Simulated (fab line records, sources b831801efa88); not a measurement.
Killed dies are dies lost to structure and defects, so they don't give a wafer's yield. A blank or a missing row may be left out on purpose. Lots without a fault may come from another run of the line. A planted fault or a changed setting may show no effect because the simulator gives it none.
A struck lot beside a sound one | flow gf180mcu | 27 steps out of a route of 602
Sound: wafers L255.2, L255.3, L255.5. Struck: wafers L260.1, L260.3, L260.6. The cause comes at the end.
At each step with rows: each side's tool, then ch and its chambers, then its first start. Under that, the readings that differ: sound wafers | struck wafers | difference of the means | sigmas: that difference in standard deviations of wafers without a fault.
alike: readings whose means differ by less than 2 such deviations, and words and numbers that are the same on both sides. not compared: withheld readings, readings that some wafer has no value for, bounds like >300 that may hide the same value, and numbers for which the record gives no deviation and whose values overlap.
The two part at a step that has a row with sigmas, a row that says differs or no value, or rows on one side only. Numbers that don't overlap but have no deviation are shown without sigmas and don't part them. A reading that every wafer of one side lacks parts them only if that side has two wafers or more.

GF_NWELL_STRIP_10: strips in O2/N2.
  sound on plasma_asher-01 ch 0,1, day 5 08:49; struck on plasma_asher-03 ch 0,1, day 6 13:37
  alike: drypump_motor_current_A, heater_power_w, oes_product_au, strip_time_to_endpoint_s
  not compared: rf_hours_counter_h
GF_NWELL_TW_MEAS_11:
  sound on film_metro-03, day 5 08:55; struck on film_metro-03, day 6 13:43
  alike: NWELL_TW
then, 7 steps without rows for these wafers: GF_LVPWELL_DEHYDRATE_00 (time 60 s); GF_LVPWELL_HMDS_01 (prime time 60 s); GF_LVPWELL_COAT_02 (resist thk 3000 nm); GF_LVPWELL_SOFTBAKE_03; GF_LVPWELL_EXPOSE_04 (exposes mask LVPWELL, target cd 600 nm); GF_LVPWELL_PEB_05; GF_LVPWELL_DEVELOP_06 (develop time 60 s).
GF_LVPWELL_OVL_MEAS_07:
  sound on overlay-02, day 5 23:06; struck on overlay-02, day 7 04:45
  alike: LVPWELL_OVL
then, 2 steps without rows for these wafers: GF_LVPWELL_IMPLANT_08; GF_LVPWELL_IMPLANT_09.
GF_LVPWELL_STRIP_10: strips in O2/N2.
  sound on plasma_asher-03 ch 0,1, day 5 23:26; struck on plasma_asher-03 ch 0,1, day 7 05:05
  reading                                   | sound             | struck            | difference                    | sigmas
  oes_product_au (a.u.)                     | 0.726 0.727 0.721 | 0.950 0.953 0.952 | +0.227                        | +50
  strip_time_to_endpoint_s (s)              | 37.00 36.92 37.05 | - - -             | no value on the struck wafers |
  model.coat_of_LVPWELL_COAT_02.thk_nm (nm) | 0 0 0             | 1134 1131 1130    | +1132                         |
  alike: drypump_motor_current_A, heater_power_w
  not compared: rf_hours_counter_h
GF_LVPWELL_TW_MEAS_11:
  sound on film_metro-04, day 5 23:32; struck on film_metro-03, day 7 05:11
  alike: LVPWELL_TW
then, 7 steps without rows for these wafers: GF_MVSD_DEHYDRATE_00 (time 60 s); GF_MVSD_HMDS_01 (prime time 60 s); GF_MVSD_COAT_02 (resist thk 3000 nm); GF_MVSD_SOFTBAKE_03; GF_MVSD_EXPOSE_04 (exposes mask MVSD, target cd 1000 nm); GF_MVSD_PEB_05; GF_MVSD_DEVELOP_06 (develop time 60 s).
GF_MVSD_OVL_MEAS_07:
  sound on overlay-01, day 6 14:07; struck on overlay-01, day 7 20:48
  alike: MVSD_OVL
then, 2 steps without rows for these wafers: GF_MVSD_IMPLANT_08; GF_MVSD_IMPLANT_09.
GF_MVSD_STRIP_10: strips in O2/N2.
  sound on plasma_asher-04 ch 1, day 6 14:26; struck on plasma_asher-04 ch 0,1, day 7 21:08
  reading                      | sound             | struck            | difference | sigmas
  strip_time_to_endpoint_s (s) | 36.97 37.01 36.92 | 53.69 53.50 53.61 | +16.63     | +99 or more
  alike: drypump_motor_current_A, heater_power_w, oes_product_au
  not compared: rf_hours_counter_h
GF_MVSD_TW_MEAS_11:
  sound on film_metro-04, day 6 14:33; struck on film_metro-03, day 7 21:14
  reading | sound          | struck   | difference | sigmas
  MVSD_TW | 1613 1615 1617 | 37 38 39 | -1577      | -54
then, 1 step without rows for these wafers: GF_MVPSD_DEHYDRATE_00 (time 60 s).

WHERE THEY PART
First at GF_LVPWELL_STRIP_10; last, within this record, at GF_MVSD_TW_MEAS_11.

WHY: what the simulator had put in
Strip aborted: plasma_asher-03, from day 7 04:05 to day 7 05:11, at GF_LVPWELL_STRIP_10. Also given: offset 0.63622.
